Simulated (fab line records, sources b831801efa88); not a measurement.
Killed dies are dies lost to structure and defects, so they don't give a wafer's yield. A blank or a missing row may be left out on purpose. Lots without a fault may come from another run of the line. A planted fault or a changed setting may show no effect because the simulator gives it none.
fab line records | flow sky130
record lots=14 wafers=42 last_day=50
route steps=708 shown VIA3@594 METAL4@599 CAP2M@617
lots that met no fault: from a run of the same line without faults
start_h: hours from the record's first day to the start of the lot's first wafer shown | wait_h: hours since the lot's step before | " the same as in the row above | L1.1+2: a row that stands for several wafers | - no value, or no start given | * or withheld: withheld | < > ~ a bound
route shown NAME@n: a module of which the file shows steps, and the number in the route of the first | usual: mean/standard deviation of fault-free wafers | same: alike in all rows | chamber/n: place in a boat | sites: the reading at each site | _std_site: their standard deviation | _edge_site: outer sites' mean less inner sites' | radius_mm: how far each site lies from the wafer's centre | mask NAME#n: copy n | behind: the tool/chamber that last shaped the wafer | hold: why the lot was held/for how many hours/how that ended | device: the transistor (n, p or np) that didn't switch | end of line: the same wafers' tests at the end of the route | a step without rows: its recipe alone | killed: dies lost to structure and defects at the first sort, not the wafer's yield | map: a wafer's dies, x killed, . not, _ none there
set.NAME: the setting as run; set.NAME@STEP: as run at that earlier step | model.NAME: the simulator's own value behind a step, which no gauge read
steps of the route over a sample of lots; a table a step, a row a wafer
services: from which hour (start_h, from the record's first day; less than 0 if before it) a tool's chamber was out of use, for how many hours, and why
## steps
# step SKY_VIA3_CVD_21
# recipe material=W target_thk_nm=390 time_s=117.31 temp_c=400 pressure_torr=40
# usual chamber_pressure_Torr=40.01/0.088 heater_power_outer_w=516/37 heater_power_w=855/61
# columns lot.wafer tool chamber start_h wait_h chamber_pressure_Torr heater_power_outer_w heater_power_w
L904.2 cvd_w-01 1 942.31 0.1 40.03 545 956
L904.5 " 1 " " 40.00 556 933
L904.6 " 1 " " 40.07 548 930
L905.2 cvd_w-02 1 952.97 0.0 40.10 483 823
L905.3 " 1 " " 40.09 499 821
L905.4 " 0 " " 39.97 471 764
L906.3 cvd_w-01 0 957.79 0.1 40.02 523 868
L906.5 " 1 " " 40.10 554 915
L906.6 " 0 " " 40.07 518 856
L907.2 cvd_w-02 1 963.64 0.0 40.11 508 820
L907.3 " 1 " " 40.06 494 847
L907.6 " 0 " " 40.13 459 774
L908.1 cvd_w-02 1 973.30 0.0 - - -
L908.3 " 1 " " - - -
L908.5 " 0 " " - - -
L909.3 cvd_w-02 0 989.08 0.1 - - -
L909.4 " 1 " " - - -
L909.5 " 0 " " - - -
L917.1 cvd_w-02 1 1038.84 0.0 40.02 495 825
L917.2 " 0 " " 39.98 475 765
L917.6 " 0 " " 40.01 440 791
L918.1 cvd_w-02 0 1044.29 0.0 39.95 466 737
L918.2 " 1 " " 40.00 503 838
L918.5 " 0 " " 39.98 451 761
L919.1 cvd_w-01 1 1049.98 0.0 40.00 558 913
L919.4 " 1 " " 39.95 567 935
L919.5 " 1 " " 39.98 568 927
L920.2 cvd_w-02 0 1062.09 0.0 40.06 465 767
L920.5 " 0 " " 40.10 462 759
L920.6 " 1 " " 39.90 496 817
L921.1 cvd_w-02 0 1065.39 0.0 40.02 456 764
L921.3 " 1 " " 39.99 490 833
L921.5 " 0 " " 40.05 453 789
L922.3 cvd_w-01 1 1066.69 0.1 39.71 556 944
L922.4 " 0 " " 40.06 532 884
L922.6 " 0 " " 39.89 538 862
L923.1 cvd_w-01 0 1071.11 0.0 40.11 514 857
L923.2 " 1 " " 39.97 558 960
L923.6 " 1 " " 39.98 575 949
L925.1 cvd_w-01 0 1089.07 0.0 40.00 528 851
L925.4 " 0 " " 39.97 528 857
L925.6 " 0 " " 39.92 514 859
# step SKY_VIA3_RS_MEAS_22
# recipe thk_meas_gauge=four-point-probe reads=W_of_VIA3_CVD_21+TiN_of_VIA3_SPUTTER_20
# usual VIA3_W_RS=0.292/0.0033
# columns lot.wafer tool chamber start_h wait_h VIA3_W_RS[ohm/sq]
L904.2 film_metro-01 - 942.53 0.2 0.288
L904.5 " - " " 0.290
L904.6 " - " " 0.291
L905.2 film_metro-01 - 953.11 0.1 0.289
L905.3 " - " " 0.289
L905.4 " - " " 0.300
L906.3 film_metro-01 - 957.91 0.1 0.295
L906.5 " - " " 0.290
L906.6 " - " " 0.292
L907.2 film_metro-02 - 963.78 0.1 0.293
L907.3 " - " " 0.289
L907.6 " - " " 0.301
L908.1 film_metro-01 - 973.43 0.1 56.659
L908.3 " - " " 57.163
L908.5 " - " " 57.099
L909.3 film_metro-02 - 989.20 0.1 56.771
L909.4 " - " " 56.798
L909.5 " - " " 56.714
L917.1 film_metro-01 - 1038.97 0.1 0.292
L917.2 " - " " 0.296
L917.6 " - " " 0.295
L918.1 film_metro-01 - 1044.42 0.1 0.298
L918.2 " - " " 0.293
L918.5 " - " " 0.292
L919.1 film_metro-03 - 1050.10 0.1 0.288
L919.4 " - " " 0.288
L919.5 " - " " 0.289
L920.2 film_metro-02 - 1062.23 0.1 0.295
L920.5 " - " " 0.296
L920.6 " - " " 0.290
L921.1 film_metro-03 - 1065.52 0.1 0.300
L921.3 " - " " 0.290
L921.5 " - " " 0.297
L922.3 film_metro-01 - 1066.81 0.1 0.292
L922.4 " - " " 0.293
L922.6 " - " " 0.295
L923.1 film_metro-03 - 1071.23 0.1 0.293
L923.2 " - " " 0.291
L923.6 " - " " 0.292
L925.1 film_metro-02 - 1089.32 0.2 0.291
L925.4 " - " " 0.296
L925.6 " - " " 0.293
# step SKY_VIA3_THK_MEAS_23
# recipe thk_meas_gauge=xrf reads=W_of_VIA3_CVD_21
# usual VIA3_W_THK=400/5.4
# columns lot.wafer tool chamber start_h wait_h VIA3_W_THK[nm]
L904.2 film_metro-01 - 942.64 0.1 404
L904.5 " - " " 405
L904.6 " - " " 402
L905.2 film_metro-01 - 953.22 0.1 406
L905.3 " - " " 405
L905.4 " - " " 388
L906.3 film_metro-01 - 958.01 0.1 400
L906.5 " - " " 406
L906.6 " - " " 399
L907.2 film_metro-02 - 963.89 0.1 405
L907.3 " - " " 412
L907.6 " - " " 396
L908.1 film_metro-01 - 973.55 0.1 -
L908.3 " - " " <0
L908.5 " - " " <0
L909.3 film_metro-02 - 989.30 0.1 <0
L909.4 " - " " -
L909.5 " - " " <0
L917.1 film_metro-01 - 1039.09 0.1 403
L917.2 " - " " 398
L917.6 " - " " 399
L918.1 film_metro-01 - 1044.54 0.1 399
L918.2 " - " " 403
L918.5 " - " " 405
L919.1 film_metro-03 - 1050.22 0.1 402
L919.4 " - " " 399
L919.5 " - " " 400
L920.2 film_metro-02 - 1062.34 0.1 402
L920.5 " - " " 401
L920.6 " - " " 411
L921.1 film_metro-03 - 1065.64 0.1 387
L921.3 " - " " 397
L921.5 " - " " 391
L922.3 film_metro-01 - 1066.91 0.1 401
L922.4 " - " " 399
L922.6 " - " " 394
L923.1 film_metro-03 - 1071.35 0.1 393
L923.2 " - " " 397
L923.6 " - " " 396
L925.1 film_metro-02 - 1089.44 0.1 406
L925.4 " - " " 398
L925.6 " - " " 399
# step SKY_VIA3_CMP_24
# recipe stop_on=SiO2 t_overpolish_s=20 down_force_psi=3.5 platen_rpm=60 target_thk_nm=0 pad_velocity_m_s=0.94248
# usual motor_current_A=11.1/1.4 time_to_endpoint_s=97/4
# columns lot.wafer tool chamber start_h wait_h motor_current_A time_to_endpoint_s
L904.2 cmp-02 0 942.74 0.1 9.2 104
L904.6 " 3 " " 11.3 98
L904.5 " 0 " " 8.6 102
L905.3 cmp-01 3 953.27 0.0 12.9 94
L905.4 " 1 " " 11.6 92
L905.2 " 2 " " 12.7 103
L906.3 cmp-02 3 958.15 0.1 10.8 94
L906.5 " 1 " " 9.6 96
L906.6 " 2 " " 9.3 101
L907.2 cmp-01 3 963.94 0.0 12.3 92
L907.3 " 1 " " 10.8 93
L907.6 " 0 " " 12.3 85
L908.3 cmp-02 3 973.66 0.1 11.4 6
L908.1 " 0 " " 8.3 9
L908.5 " 2 " " 9.5 8
L909.4 cmp-01 1 989.34 0.0 11.3 7
L909.3 " 2 " " 13.1 11
L909.5 " 1 " " 11.7 7
L917.1 cmp-01 0 1039.34 0.2 12.1 96
L917.2 " 3 " " 11.7 92
L917.6 " 1 " " 11.6 94
L918.2 cmp-01 3 1044.75 0.2 11.9 97
L918.1 " 2 " " 13.1 98
L918.5 " 0 " " 12.2 94
L919.4 cmp-02 0 1050.28 0.0 9.2 99
L919.1 " 2 " " 9.5 102
L919.5 " 1 " " 10.0 98
L920.2 cmp-02 3 1062.39 0.0 11.3 96
L920.5 " 3 " " 11.7 96
L920.6 " 0 " " 8.6 98
L921.3 cmp-01 2 1065.86 0.2 12.2 96
L921.1 " 1 " " 12.0 85
L921.5 " 3 " " 11.7 91
L922.3 cmp-01 3 1068.66 1.7 11.7 94
L922.4 " 0 " " 12.3 91
L922.6 " 3 " " 11.9 95
L923.1 cmp-02 3 1072.14 0.8 11.2 97
L923.2 " 1 " " 9.9 98
L923.6 " 3 " " 11.3 98
L925.1 cmp-02 2 1089.59 0.1 9.0 104
L925.4 " 3 " " 10.9 96
L925.6 " 2 " " 9.7 101
# step SKY_METAL4_SPUTTER_01
# recipe material=TiN target_thk_nm=20 power_w=6500 time_s=16.7 chamber_pressure_pa=0.4
# usual throttle_valve_pct=29.8/1.1
# columns lot.wafer tool chamber start_h wait_h throttle_valve_pct
L904.2 pvd_sputter-01 - 943.01 0.0 29.5
L904.5 " - " " 31.8
L904.6 " - " " 29.6
L905.2 pvd_sputter-01 - 953.59 0.0 28.2
L905.3 " - " " 31.4
L905.4 " - " " 29.4
L906.3 pvd_sputter-01 - 958.38 0.0 31.6
L906.5 " - " " 28.0
L906.6 " - " " 29.4
L907.2 pvd_sputter-02 - 964.26 0.0 31.4
L907.3 " - " " 29.8
L907.6 " - " " 29.7
L917.1 pvd_sputter-01 - 1039.66 0.0 31.7
L917.2 " - " " 29.4
L917.6 " - " " 28.1
L918.1 pvd_sputter-03 - 1045.07 0.0 30.0
L918.2 " - " " 29.3
L918.5 " - " " 29.1
L919.1 pvd_sputter-03 - 1050.60 0.0 31.8
L919.4 " - " " 30.1
L919.5 " - " " 31.9
L920.2 pvd_sputter-03 - 1062.71 0.0 28.8
L920.5 " - " " 30.1
L920.6 " - " " 29.2
L921.1 pvd_sputter-03 - 1066.18 0.0 28.6
L921.3 " - " " 30.3
L921.5 " - " " 29.5
L922.3 pvd_sputter-02 - 1068.93 0.0 29.6
L922.4 " - " " 29.4
L922.6 " - " " 29.8
L923.1 pvd_sputter-01 - 1072.42 0.0 28.5
L923.2 " - " " 31.6
L923.6 " - " " 31.5
L925.1 pvd_sputter-03 - 1089.91 0.0 31.7
L925.4 " - " " 29.3
L925.6 " - " " 29.2
# step SKY_METAL4_SPUTTER_04
# recipe material=TiN target_thk_nm=70 power_w=6500 time_s=56.05 chamber_pressure_pa=0.4
# usual throttle_valve_pct=29.8/1.1
# columns lot.wafer tool chamber start_h wait_h throttle_valve_pct
L904.2 pvd_sputter-01 - 943.10 0.0 29.4
L904.5 " - " " 31.6
L904.6 " - " " 29.4
L905.2 pvd_sputter-01 - 953.67 0.0 28.3
L905.3 " - " " 31.5
L905.4 " - " " 29.4
L906.3 pvd_sputter-01 - 958.46 0.0 31.4
L906.5 " - " " 28.5
L906.6 " - " " 29.3
L907.2 pvd_sputter-02 - 964.35 0.0 31.4
L907.3 " - " " 29.7
L907.6 " - " " 29.6
L917.1 pvd_sputter-01 - 1039.74 0.0 31.3
L917.2 " - " " 29.1
L917.6 " - " " 28.1
L918.1 pvd_sputter-03 - 1045.16 0.0 30.4
L918.2 " - " " 29.5
L918.5 " - " " 29.4
L919.1 pvd_sputter-03 - 1050.68 0.0 31.5
L919.4 " - " " 30.2
L919.5 " - " " 31.9
L920.2 pvd_sputter-03 - 1062.79 0.0 29.0
L920.5 " - " " 30.0
L920.6 " - " " 29.4
L921.1 pvd_sputter-03 - 1066.26 0.0 28.8
L921.3 " - " " 30.2
L921.5 " - " " 29.5
L922.3 pvd_sputter-02 - 1069.02 0.0 29.5
L922.4 " - " " 29.8
L922.6 " - " " 29.6
L923.1 pvd_sputter-01 - 1072.50 0.0 28.2
L923.2 " - " " 31.3
L923.6 " - " " 31.5
L925.1 pvd_sputter-03 - 1089.99 0.0 31.6
L925.4 " - " " 29.5
L925.6 " - " " 29.1
# step SKY_CAP2M_STRIP_14
# recipe chemistry=O2/N2 power_w=1400 pressure_mtorr=1500 platen_temp_c=withheld o2_flow_sccm=3000 n2_flow_sccm=300 overash_fraction=0.5
# usual drypump_motor_current_A=5.8/0.41 oes_product_au=0.710/0.0044 strip_time_to_endpoint_s=12.65/0.049
# columns lot.wafer tool chamber start_h wait_h drypump_motor_current_A oes_product_au rf_hours_counter_h strip_time_to_endpoint_s
L904.2 plasma_asher-02 1 967.81 0.1 4.9 0.702 56 12.56
L904.5 " 0 " " 5.9 0.705 - 12.58
L904.6 " 1 " " 4.9 0.706 - 12.68
L905.2 plasma_asher-04 1 978.58 0.1 6.0 0.710 22 12.64
L905.3 " 1 " " 6.0 0.704 - 12.64
L905.4 " 0 " " 6.1 0.706 - 12.69
L906.3 plasma_asher-02 0 982.31 0.1 5.8 0.707 - 12.64
L906.5 " 1 " " 4.9 0.705 - 12.61
L906.6 " 0 " " 5.9 0.714 - 12.56
L907.2 plasma_asher-02 1 988.58 0.1 4.9 0.707 58 12.66
L907.3 " 0 " " 5.8 0.713 - 12.64
L907.6 " 1 " " 4.9 0.707 - 12.62
L917.1 plasma_asher-04 1 1062.41 0.1 6.0 0.711 30 12.71
L917.2 " 0 " " 6.1 0.704 30 12.63
L917.6 " 0 " " 6.1 0.706 - 12.69
L918.1 plasma_asher-02 1 1067.13 0.1 4.9 0.708 66 12.67
L918.2 " 0 " " 5.8 0.709 66 12.65
L918.5 " 1 " " 4.9 0.713 - 12.64
L919.1 plasma_asher-04 0 1071.33 0.1 6.1 0.705 31 12.56
L919.4 " 1 " " 6.1 0.710 - 12.55
L919.5 " 0 " " 6.1 0.709 - 12.64
L920.2 plasma_asher-04 0 1084.66 0.1 6.1 0.712 32 12.62
L920.5 " 0 " " 6.1 0.711 - 12.65
L920.6 " 1 " " 6.0 0.705 - 12.63
L921.1 plasma_asher-04 0 1087.53 0.1 6.1 0.705 33 12.60
L921.3 " 1 " " 6.0 0.709 - 12.67
L921.5 " 0 " " 6.1 0.709 - 12.61
L922.3 plasma_asher-02 0 1090.06 0.1 5.8 0.709 - 12.68
L922.4 " 1 " " 4.9 0.714 - 12.73
L922.6 " 0 " " 5.8 0.707 - 12.67
L923.1 plasma_asher-01 0 1093.65 0.1 6.2 0.707 98 12.55
L923.2 " 1 " " 5.4 0.706 98 12.59
L923.6 " 0 " " 6.3 0.710 - 12.58
L925.1 plasma_asher-01 1 1110.91 0.1 5.4 0.717 100 12.67
L925.4 " 0 " " 6.2 0.706 - 12.65
L925.6 " 0 " " 6.2 0.705 - 12.69
## services
# columns tool chamber start_h hours kind
cmp-02 - 926.66 1.1 repair
plasma_asher-02 - 930.86 1.9 repair
cvd_w-02 1 933.83 14.6 repair
cvd_w-01 0 940.04 9.2 repair
cvd_w-02 0 941.55 8.1 repair
cmp-02 - 950.96 6.9 pm
cmp-01 - 969.91 3.4 repair
plasma_asher-04 - 973.40 1.5 repair
pvd_sputter-01 - 998.05 2.1 repair
cmp-01 - 1005.59 6.5 repair
plasma_asher-02 - 1010.94 2.8 repair
cmp-02 - 1033.50 1.4 repair
plasma_asher-02 - 1036.81 2.8 pm
cmp-01 - 1052.34 0.3 repair
cmp-02 - 1052.42 1.0 repair
cmp-02 - 1063.44 6.5 pm
pvd_sputter-01 - 1065.34 5.4 repair
pvd_sputter-03 - 1072.59 3.6 repair
cvd_w-02 1 1075.94 16.4 repair
cvd_w-02 - 1076.57 0.3 repair
cmp-01 - 1084.00 4.0 pm
cvd_w-01 1 1088.38 24.5 repair
cvd_w-01 0 1092.23 4.8 repair
pvd_sputter-03 - 1094.92 1.5 repair
## key
first_sign step=SKY_VIA3_CVD_21 reading=tool_record direction=missing
effect step=SKY_VIA3_RS_MEAS_22 reading=VIA3_W_RS direction=up sigmas=99+ usual=0.292 struck=56.867
effect step=SKY_VIA3_THK_MEAS_23 reading=VIA3_W_THK direction=down sigmas=74 usual=400 struck=<0
effect step=SKY_VIA3_CMP_24 reading=time_to_endpoint_s direction=down sigmas=22 usual=* struck=*
met_at SKY_VIA3_CVD_21
struck_lots L908,L909
later_rows_left_out L908.1,L908.3,L908.5,L909.3,L909.4,L909.5
sort_left_out L908.1,L908.3,L908.5,L909.3,L909.4,L909.5
not_acting_at SKY_METAL4_SPUTTER_01,SKY_METAL4_SPUTTER_04,SKY_CAP2M_STRIP_14
onset_between 963.64 973.30
fault kind=skipped_step_whole tool=cvd_w-02 chamber=- onset_h=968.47 steps=SKY_VIA3_CVD_21 scope=struck_lots_only
# sort_left_out: the simulated sort isn't trusted on such a fault, so these wafers' sort isn't shown, and their yield isn't known
# later_rows_left_out: the simulator's readings of these wafers behind a module that went badly wrong aren't trusted and aren't shown, but for the sort
